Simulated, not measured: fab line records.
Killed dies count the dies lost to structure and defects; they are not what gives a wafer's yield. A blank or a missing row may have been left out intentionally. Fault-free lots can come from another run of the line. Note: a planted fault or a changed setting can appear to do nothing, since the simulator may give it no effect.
fab line records	flow sky130
record lots=6	wafers=18	last_day=50
route steps=708 shown GATE_OXIDE@191 POLY_GATE@204 PAD_OPEN@708
lots with no fault: from the same line, run without faults
start_h: hours from the record's opening day to when the first of the lot's shown wafers began	wait_h: time in hours since the lot's previous step	" same as the row above	L1.1+2: a single row standing in for several wafers	- no value, or no start given	* or withheld: withheld	< > ~ a bound
route shown NAME@n: names a module that has steps shown in the file, with the first one's number in the route	usual: mean and standard deviation over wafers with no fault	same: alike in all rows	chamber/n: place in a boat	sites: the reading at each site	_std_site: the standard deviation of these	_edge_site: inner sites' mean taken away from outer sites' mean	radius_mm: for every site, how far away it sits from the centre of the wafer	mask NAME#n: copy n	behind: the last tool/chamber to shape the wafer	hold: cause of the lot's hold/its duration in hours/its outcome	device: names the non-switching transistor (n, p or np)	end of line: the same wafers' tests at the end of the route	a step without rows: its recipe alone	killed: the dies lost at the first sort to structure and to defects; this is not the yield of the wafer	map: a wafer's dies, marking killed ones x, the rest . and places with no die _
set.NAME: the setting the step ran with; set.NAME@STEP: the setting that earlier step ran with	model.NAME: the simulator's own value behind a step, which no gauge read
lots seen at some steps along the route; tables by step, rows by wafer
services: a tool's chamber out of use, with start hour (start_h, from the record's first day; less than 0 if before it), hours out, and reason
## steps
# step SKY_GATE_OXIDE_HMDS_04
# recipe prime_time_s=60	prime_temp_c=120
# step SKY_GATE_OXIDE_COAT_05
# recipe resist=NOVOLAK	spin_rpm=3000	resist_thk_nm=1140
# step SKY_GATE_OXIDE_SOFTBAKE_06
# recipe temp_c=90	time_s=60	resist=NOVOLAK
# step SKY_GATE_OXIDE_EXPOSE_07
# recipe mask_id=LVOM	na=0.6	source_shape=conventional	sigma_outer=0.6	polarization=unpolarized	target_cd_nm=600	dose_mj=170
# step SKY_GATE_OXIDE_PEB_08
# recipe temp_c=withheld	time_s=*	resist=NOVOLAK
# step SKY_GATE_OXIDE_DEVELOP_09
# recipe resist=NOVOLAK	developer=TMAH	develop_time_s=60	dev_temp_c=23
# step SKY_GATE_OXIDE_OVL_MEAS_10
# usual GATE_OXIDE_OVL=-0.2/1.2
lot.wafer	tool	chamber	start_h	wait_h	GATE_OXIDE_OVL[nm]
L673.2	overlay-01	-	335.16	0.1	0.2
L673.3	"	-	"	"	-0.7
L673.4	"	-	"	"	0.6
L683.1	overlay-02	-	424.86	0.1	-1.3
L683.2	"	-	"	"	-0.3
L683.4	"	-	"	"	-1.7
L684.2	overlay-02	-	431.76	0.1	-2.2
L684.3	"	-	"	"	-1.8
L684.4	"	-	"	"	-3.2
L686.1	overlay-01	-	448.56	0.1	-0.1
L686.4	"	-	"	"	-0.1
L686.6	"	-	"	"	-0.9
L688.1	overlay-02	-	464.43	0.1	1.7
L688.2	"	-	"	"	-0.5
L688.3	"	-	"	"	0.8
L692.1	overlay-01	-	502.01	0.1	0.3
L692.3	"	-	"	"	-0.7
L692.4	"	-	"	"	-1.4
# step SKY_GATE_OXIDE_IMPLANT_11
# recipe species=B	energy_kev=10	dose_cm2=2.6e+12	tilt_deg=withheld
# step SKY_GATE_OXIDE_WET_ETCH_12
# recipe chemistry=dHF	target_depth_nm=16.8	dry=n2_spin	target=SiO2	dilution=100:1	temp_c=25	time_s=336
# step SKY_GATE_OXIDE_STRIP_13
# recipe chemistry=O2/N2	power_w=1400	pressure_mtorr=1500	platen_temp_c=withheld	o2_flow_sccm=3000	n2_flow_sccm=300	overash_fraction=0.5
# usual drypump_motor_current_A=5.9/0.58	n2_flow_sccm=300.0/0.84	o2_flow_sccm=3001/8.9	oes_product_au=0.715/0.0046	strip_time_to_endpoint_s=14.18/0.038
lot.wafer	tool	chamber	start_h	wait_h	drypump_motor_current_A	n2_flow_sccm	o2_flow_sccm	oes_product_au	rf_hours_counter_h	strip_time_to_endpoint_s
L673.2	plasma_asher-01	1	335.44	0.0	5.8	300.4	2993	0.712	23	14.17
L673.3	"	0	"	"	6.8	299.8	2998	0.714	-	14.17
L673.4	"	1	"	"	5.8	301.0	3015	0.719	-	14.15
L683.1	plasma_asher-02	1	425.15	0.0	5.0	300.4	3003	0.720	61	14.14
L683.2	"	0	"	"	5.3	298.5	2998	0.717	61	14.18
L683.4	"	0	"	"	5.3	300.8	2999	0.712	-	14.18
L684.2	plasma_asher-04	0	432.05	0.0	5.7	299.4	3015	0.709	68	14.26
L684.3	"	1	"	"	6.1	300.3	3018	0.714	-	14.23
L684.4	"	0	"	"	5.7	300.7	3004	0.714	-	14.24
L686.1	plasma_asher-01	0	448.85	0.0	6.8	299.8	3009	0.712	34	14.09
L686.4	"	0	"	"	6.7	298.3	2996	0.719	-	14.15
L686.6	"	1	"	"	5.8	299.5	3016	0.719	-	14.18
L688.1	plasma_asher-01	1	464.72	0.0	5.8	299.0	2998	0.708	35	14.25
L688.2	"	0	"	"	6.7	300.4	2990	0.713	35	14.25
L688.3	"	1	"	"	5.8	300.0	3002	0.712	-	14.25
L692.1	plasma_asher-02	0	502.30	0.0	5.3	300.4	3004	0.707	68	14.13
L692.3	"	1	"	"	5.1	299.8	2990	0.713	-	14.14
L692.4	"	0	"	"	5.3	299.3	3017	0.719	-	14.16
# step SKY_GATE_OXIDE_TW_MEAS_14
# usual GATE_OXIDE_TW=222.0/0.96
lot.wafer	tool	chamber	start_h	wait_h	GATE_OXIDE_TW
L673.2	film_metro-03	-	335.55	0.1	221.0
L673.3	"	-	"	"	221.7
L673.4	"	-	"	"	221.0
L683.1	film_metro-03	-	425.25	0.1	221.0
L683.2	"	-	"	"	221.4
L683.4	"	-	"	"	220.9
L684.2	film_metro-04	-	432.16	0.1	221.5
L684.3	"	-	"	"	222.0
L684.4	"	-	"	"	223.1
L686.1	film_metro-01	-	448.95	0.1	222.3
L686.4	"	-	"	"	222.2
L686.6	"	-	"	"	223.9
L688.1	film_metro-04	-	464.82	0.1	223.3
L688.2	"	-	"	"	221.4
L688.3	"	-	"	"	221.6
L692.1	film_metro-04	-	502.40	0.1	219.9
L692.3	"	-	"	"	221.1
L692.4	"	-	"	"	222.1
# step SKY_GATE_OXIDE_CLEAN_15
# recipe chemistry=SC1/SC2	mix=1:4:20	temp_c=70	time_s=150	dry=n2_spin
# step SKY_GATE_OXIDE_OXIDATION_16
# recipe temp_c=800	ambient=O2	idle_temp_c=700	ramp_up_c_per_min=10	ramp_down_c_per_min=3	stabilise_s=600	purge_s=300	target_thk_a=35.7	ox_time_s=1915
# usual ramp_down_c_per_min=2.9999/0.0005	spike_tc_bottom_C=821.6/1.2	spike_tc_centre_C=800.3/1	spike_tc_lower_C=801.1/1.2	spike_tc_top_C=816.2/2.3	spike_tc_upper_C=799.3/1.5	tube_center_temp_C=800/0.07	tube_center_temp_C_max=802.1/0.33	zone_power_lower_pct=16.2/1.9	zone_power_upper_pct=13.5/0.37
lot.wafer	tool	chamber	start_h	wait_h	ramp_down_c_per_min	spike_tc_bottom_C	spike_tc_centre_C	spike_tc_lower_C	spike_tc_top_C	spike_tc_upper_C	tube_center_temp_C	tube_center_temp_C_max	zone_power_lower_pct	zone_power_upper_pct	model.SiO2_of_GATE_OXIDE_OXIDATION_01.thk_nm
L673.2	furnace-01	0	335.91	0.3	3.0000	821.7	799.1	802.6	812.9	799.1	800.13	802.0	17.3	13.1	11.27
L673.3	"	0	"	"	2.9993	821.0	800.0	802.9	814.1	798.4	799.98	802.6	17.1	13.3	11.49
L673.4	"	0	"	"	2.9995	821.0	801.0	803.1	815.6	798.8	800.16	802.5	17.5	13.1	11.37
L683.1	furnace-01	0	427.83	2.5	2.9996	809.6	787.6	790.0	802.6	787.7	788.05	790.0	16.9	12.9	10.93
L683.2	"	0	"	"	2.9997	809.7	789.2	790.5	802.5	788.8	788.11	790.5	17.1	12.6	11.06
L683.4	"	0	"	"	2.9986	806.6	788.5	790.0	802.4	786.6	788.07	790.8	17.2	12.9	11.13
L684.2	furnace-01	0	433.39	1.1	2.9991	808.8	788.1	791.0	803.0	787.7	787.96	790.1	16.8	12.9	11.35
L684.3	"	0	"	"	2.9998	808.5	789.8	789.7	804.0	785.4	788.08	790.2	17.1	12.8	11.35
L684.4	"	0	"	"	2.9998	807.5	788.6	788.7	803.0	785.5	788.01	790.5	17.0	12.9	11.39
L686.1	furnace-02	0	455.51	6.5	3.0008	820.4	800.7	800.2	817.8	799.4	799.93	801.7	13.8	14.0	11.55
L686.4	"	0	"	"	2.9996	823.7	799.9	800.3	818.2	801.3	800.1	801.9	13.4	13.9	11.64
L686.6	"	0	"	"	3.0001	821.4	800.5	801.0	820.9	800.7	800.07	801.7	13.4	13.9	11.66
L688.1	furnace-02	0	466.18	1.2	2.9998	822.1	800.8	799.6	819.9	801.9	799.95	802.1	13.7	13.9	11.65
L688.2	"	0	"	"	3.0000	821.7	799.5	798.5	818.4	801.0	799.99	802.0	13.5	14.0	11.65
L688.3	"	0	"	"	2.9997	823.6	801.0	799.9	820.6	800.9	800.03	801.9	13.5	14.1	11.55
L692.1	furnace-01	0	504.03	1.5	3.0006	821.1	800.6	799.3	816.1	797.1	799.94	801.7	17.3	13.1	11.77
L692.3	"	0	"	"	3.0004	820.7	799.9	799.6	814.9	799.2	799.88	802.1	17.7	13.4	11.72
L692.4	"	0	"	"	2.9993	820.6	800.5	802.9	813.7	797.4	800.12	801.8	17.8	13.1	11.67
# step SKY_POLY_GATE_CVD_00
# recipe material=poly-Si	target_thk_nm=180	temp_c=620	time_s=720	pressure_mtorr=200
# step SKY_PAD_OPEN_PROBE_99
# usual killed_at_M0_to_M3=44/7.2	killed_at_M4_up=2.9/1.8	killed_at_contacts=24/5.6	killed_at_front_end=15/4.2	killed_at_other=0.4/0.71	killed_dies=86/9.2	killed_open=47/7.2	killed_short=39/5.7
# same gross_dies=492	killed_at_back_side=0
lot.wafer	tool	chamber	start_h	wait_h	killed_at_M0_to_M3	killed_at_M4_up	killed_at_contacts	killed_at_front_end	killed_at_other	killed_dies	killed_open	killed_short	model.etest.pfet_01v8.r_on_ohm_um	model.etest.nfet_01v8.r_on_ohm_um	model.etest.nfet_01v8_lvt.drive_ua_um	model.etest.nfet_01v8_swapped.drive_ua_um	model.etest.nfet_01v8_turned.drive_ua_um	model.etest.nfet_01v8.drive_ua_um	model.etest.sram_nfet_pass.drive_ua_um	model.etest.nfet_g5v0d10v5.drive_ua_um
L673.2	prober-01	-	1095.53	0.1	47	4	18	13	0	82	44	38	2854	812.4	604.2	533.1	530	533.6	520.8	626.4
L673.3	prober-01	-	1095.58	0.2	33	2	29	30	0	94	51	42	2855	821.4	585.7	513.9	509.6	512.1	500.5	609.8
L673.4	prober-01	-	1095.63	0.2	36	3	23	16	0	78	42	35	2814	814.9	599.9	535.1	527.8	528.5	522.9	615.8
L683.1	prober-01	-	1160.35	0.1	37	3	12	15	0	67	35	32	2887	838.5	590.3	516.5	510.3	512.9	488.7	639.4
L683.2	prober-01	-	1160.40	0.1	28	2	20	14	0	64	34	30	2822	810.4	598	523.2	523.9	525.8	512.3	637
L683.4	prober-01	-	1160.50	0.2	40	2	22	11	0	75	40	35	2831	814.7	591.3	518.9	524.2	519.8	499.1	630.7
L684.2	prober-02	-	1163.58	0.1	43	2	32	17	0	94	51	42	2748	790	607.4	536.7	535.8	541.8	519.4	616.1
L684.3	prober-02	-	1163.63	0.2	44	4	26	15	0	89	54	35	2747	815	593.1	521.4	519.4	519.9	500.7	612.4
L684.4	prober-02	-	1163.68	0.2	39	3	26	16	0	84	46	37	2753	800.6	603.6	531.1	533.1	530.8	514.1	615.9
L686.1	prober-02	-	1172.83	0.1	48	0	20	11	1	80	41	39	2800	785.9	610.3	535.9	536.1	530	539.8	615.8
L686.4	prober-02	-	1172.98	0.2	50	4	20	8	0	82	44	38	2858	804.9	590.8	522.4	520.5	517.8	502.8	606.3
L686.6	prober-02	-	1173.08	0.2	49	3	24	19	0	95	47	48	2827	793.4	601	533.3	525.1	527.2	518.3	605.2
L688.1	prober-02	-	1179.48	0.1	51	2	31	12	0	96	56	39	2848	826	571.2	500.8	505.7	500.6	488	605
L688.2	prober-02	-	1179.53	0.1	64	6	16	13	0	99	56	43	2893	854.1	557.2	493.4	487.4	485.1	463.4	602.4
L688.3	prober-02	-	1179.58	0.2	52	0	35	11	0	98	51	47	2856	823.2	572.7	508.4	503.2	503.4	472.8	614
L692.1	prober-01	-	1200.18	0.1	37	4	22	16	0	79	38	40	2935	825.5	577.3	510.6	509	506.7	487.1	591.5
L692.3	prober-01	-	1200.28	0.2	47	3	19	18	0	87	45	41	2930	848.6	571	496.9	500.5	498.2	488.9	600.8
L692.4	prober-01	-	1200.33	0.2	35	4	21	11	1	72	41	29	2878	823.2	584.3	517.9	516.5	511.6	504.1	602.3
# killed by level:class
L673.2 VIA1:geometric_particle:open=16 VIA1:geometric_particle:short=12 CONTACT:geometric_particle:open=6 POLY_GATE:geometric_particle:short=5 LI_CONTACT:geometric_particle:open=5 CONTACT:geometric_particle:short=4 FIELD_ISO:geometric_particle:open=3 LOCAL_INTERCONNECT:geometric_particle:short=3
L673.3 CONTACT:geometric_particle:open=13 VIA1:geometric_particle:open=9 FIELD_ISO:geometric_particle:short=8 POLY_GATE:geometric_particle:open=7 CONTACT:geometric_particle:short=7 FIELD_ISO:geometric_particle:open=5 POLY_GATE:geometric_particle:short=5 LI_CONTACT:geometric_particle:open=5
L673.4 CONTACT:geometric_particle:open=10 VIA1:geometric_particle:open=8 METAL2:geometric_particle:short=7 FIELD_ISO:geometric_particle:open=6 LI_CONTACT:geometric_particle:open=6 METAL1:geometric_particle:short=6 VIA3:geometric_particle:open=4 POLY_GATE:geometric_particle:short=3
L683.1 VIA1:geometric_particle:open=11 VIA1:geometric_particle:short=8 CONTACT:geometric_particle:open=5 METAL1:geometric_particle:short=5 VIA2:geometric_particle:open=5 FIELD_ISO:geometric_particle:open=4 METAL3:geometric_particle:short=4 LOCAL_INTERCONNECT:geometric_particle:short=3
L683.2 METAL1:geometric_particle:short=7 LOCAL_INTERCONNECT:geometric_particle:short=6 LI_CONTACT:geometric_particle:open=5 CONTACT:geometric_particle:open=5 FIELD_ISO:geometric_particle:open=4 VIA1:geometric_particle:short=4 VIA1:geometric_particle:open=4 VIA2:geometric_particle:open=4
L683.4 VIA1:geometric_particle:open=14 VIA1:geometric_particle:short=9 LI_CONTACT:geometric_particle:open=8 CONTACT:geometric_particle:open=6 LI_CONTACT:geometric_particle:short=5 METAL1:geometric_particle:short=4 POLY_GATE:geometric_particle:open=3 METAL2:geometric_particle:short=3
L684.2 LI_CONTACT:geometric_particle:open=10 CONTACT:geometric_particle:open=9 FIELD_ISO:geometric_particle:open=8 CONTACT:geometric_particle:short=8 VIA1:geometric_particle:open=8 VIA1:geometric_particle:short=7 VIA3:geometric_particle:open=7 FIELD_ISO:geometric_particle:short=4
L684.3 CONTACT:geometric_particle:open=11 LI_CONTACT:geometric_particle:open=10 VIA1:geometric_particle:open=10 VIA3:geometric_particle:open=9 POLY_GATE:geometric_particle:short=5 VIA1:geometric_particle:short=5 METAL1:geometric_particle:short=4 VIA3:geometric_particle:short=3
L684.4 VIA1:geometric_particle:open=13 LI_CONTACT:geometric_particle:open=10 CONTACT:geometric_particle:open=10 FIELD_ISO:geometric_particle:short=6 VIA1:geometric_particle:short=5 FIELD_ISO:geometric_particle:open=4 CONTACT:geometric_particle:short=4 METAL2:geometric_particle:short=4
L686.1 VIA1:geometric_particle:open=10 METAL1:geometric_particle:short=9 VIA1:geometric_particle:short=9 CONTACT:geometric_particle:open=7 LI_CONTACT:geometric_particle:open=6 VIA2:geometric_particle:open=6 LI_CONTACT:geometric_particle:short=4 FIELD_ISO:geometric_particle:short=3
L686.4 VIA1:geometric_particle:open=16 VIA2:geometric_particle:open=8 CONTACT:geometric_particle:open=6 CONTACT:geometric_particle:short=5 FIELD_ISO:geometric_particle:short=4 LI_CONTACT:geometric_particle:open=4 VIA1:geometric_particle:short=4 METAL2:geometric_particle:short=4
L686.6 VIA1:geometric_particle:open=18 FIELD_ISO:geometric_particle:open=8 METAL2:geometric_particle:short=8 CONTACT:geometric_particle:open=8 CONTACT:geometric_particle:short=6 LI_CONTACT:geometric_particle:short=4 METAL1:geometric_particle:short=4 VIA1:geometric_particle:short=4
L688.1 CONTACT:geometric_particle:open=16 VIA1:geometric_particle:open=11 VIA3:geometric_particle:open=8 VIA2:geometric_particle:open=8 METAL1:geometric_particle:short=7 CONTACT:geometric_particle:short=5 LI_CONTACT:geometric_particle:short=5 LI_CONTACT:geometric_particle:open=5
L688.2 VIA1:geometric_particle:open=16 VIA2:geometric_particle:open=10 METAL1:geometric_particle:short=8 VIA3:geometric_particle:open=8 CONTACT:geometric_particle:open=6 METAL2:geometric_particle:short=5 LI_CONTACT:geometric_particle:open=4 VIA1:geometric_particle:short=4
L688.3 CONTACT:geometric_particle:open=11 VIA3:geometric_particle:open=10 CONTACT:geometric_particle:short=9 VIA2:geometric_particle:open=9 LI_CONTACT:geometric_particle:open=7 METAL1:geometric_particle:short=7 VIA1:geometric_particle:open=7 POLY_GATE:geometric_particle:short=6
L692.1 VIA1:geometric_particle:open=7 CONTACT:geometric_particle:short=6 CONTACT:geometric_particle:open=6 VIA1:geometric_particle:short=6 LI_CONTACT:geometric_particle:open=5 METAL1:geometric_particle:short=5 LOCAL_INTERCONNECT:geometric_particle:short=4 METAL2:geometric_particle:short=4
L692.3 VIA1:geometric_particle:open=13 CONTACT:geometric_particle:open=8 VIA2:geometric_particle:open=8 METAL1:geometric_particle:short=7 METAL2:geometric_particle:short=7 FIELD_ISO:geometric_particle:short=6 FIELD_ISO:geometric_particle:open=5 CONTACT:geometric_particle:short=4
L692.4 VIA1:geometric_particle:open=7 CONTACT:geometric_particle:open=7 METAL1:geometric_particle:open=5 VIA3:geometric_particle:open=5 POLY_GATE:geometric_particle:open=4 LI_CONTACT:geometric_particle:open=4 LOCAL_INTERCONNECT:geometric_particle:short=4 VIA1:geometric_particle:short=4
## services
tool	chamber	start_h	hours	kind
furnace-01	-	372.45	2.6	pm
plasma_asher-04	-	383.45	2.8	pm
plasma_asher-01	-	409.16	1.8	repair
furnace-02	-	410.29	3.9	pm
furnace-02	-	426.75	3.1	pm
furnace-01	-	440.87	15.5	pm
furnace-02	-	481.27	29.9	repair
## key
first_sign step=SKY_GATE_OXIDE_OXIDATION_16	reading=tube_center_temp_C	direction=down	sigmas=99+	usual=*	struck=*
effect step=SKY_GATE_OXIDE_OXIDATION_16	reading=tube_center_temp_C_max	direction=down	sigmas=36	usual=*	struck=*
model_effect step=SKY_GATE_OXIDE_OXIDATION_16	value=SiO2_of_GATE_OXIDE_OXIDATION_01.thk_nm	without=11.53	struck=11.2
model_effect step=SKY_PAD_OPEN_PROBE_99	value=etest.pfet_01v8.r_on_ohm_um	without=2885	struck=2798
met_at SKY_GATE_OXIDE_OXIDATION_16
struck_wafers L683.1,L683.2,L683.4,L684.2,L684.3,L684.4
tester_left_out L683,L684
onset_between 335.91 427.83
fault kind=process_parameter_drift	tool=furnace-01	chamber=-	onset_h=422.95	steps=SKY_GATE_OXIDE_OXIDATION_16	channel=temp_c	offset=*	shape=step	end_h=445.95	acts_in=*	stated=*
# tester_left_out: of these lots the tester's yield and bins aren't shown, on N5 and GAA mostly nor the transistor test; their killed dies are dies lost to structure and defects alone, not to doping, threshold or leakage, so they don't give the yield
